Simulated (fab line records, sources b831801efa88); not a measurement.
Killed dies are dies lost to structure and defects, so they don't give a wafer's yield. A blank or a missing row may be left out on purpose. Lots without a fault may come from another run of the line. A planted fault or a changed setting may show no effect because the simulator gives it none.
Which tool did it? | flow gf180mcu | 6 lots, 18 wafers sampled, at 1 step of a route of 602

WHAT THE GAUGES READ, wafer by wafer
GF_M5_CD_MEAS_07: target cd 280 nm.
lot  | measured     | on        | cd_nm (nm)
L138 | day 27 12:25 | cd_sem-01 | 279.7 280.1 278.4
L141 | day 28 10:28 | cd_sem-01 | 282.6 281.6 281.3
L149 | day 30 16:39 | cd_sem-02 | 279.3 279.7 279.3
L155 | day 32 12:40 | cd_sem-01 | 280.2 280.3 280.7
L157 | day 32 17:48 | cd_sem-02 | 277.1 277.6 277.0
L159 | day 33 05:05 | cd_sem-01 | 277.6 277.9 279.3

WHICH TOOL RAN EACH LOT (tool, then ch and the chambers of the sampled wafers, then the start)
The record holds no process step before these readings.

THE ANSWER, worked out from the rows above alone
Rule: what is usual is taken from the lots themselves. Put in order of their means at a reading, lots are off if they are a third of the lots or fewer, leave a main group of 4 or more, and stand apart from it by a gap of 3 or more times the standard deviation of the main group's means; of several such gaps the widest counts. A main group whose means are all the same, to the digits that the tables above print for the reading, isn't used. A lot without any number at a reading at which 4 lots or more have one is off too. The other lots that the step has rows for count as sound.
No lot is off at any reading shown: from this, nothing can be told.

WHAT THE SIMULATOR HAD PUT IN
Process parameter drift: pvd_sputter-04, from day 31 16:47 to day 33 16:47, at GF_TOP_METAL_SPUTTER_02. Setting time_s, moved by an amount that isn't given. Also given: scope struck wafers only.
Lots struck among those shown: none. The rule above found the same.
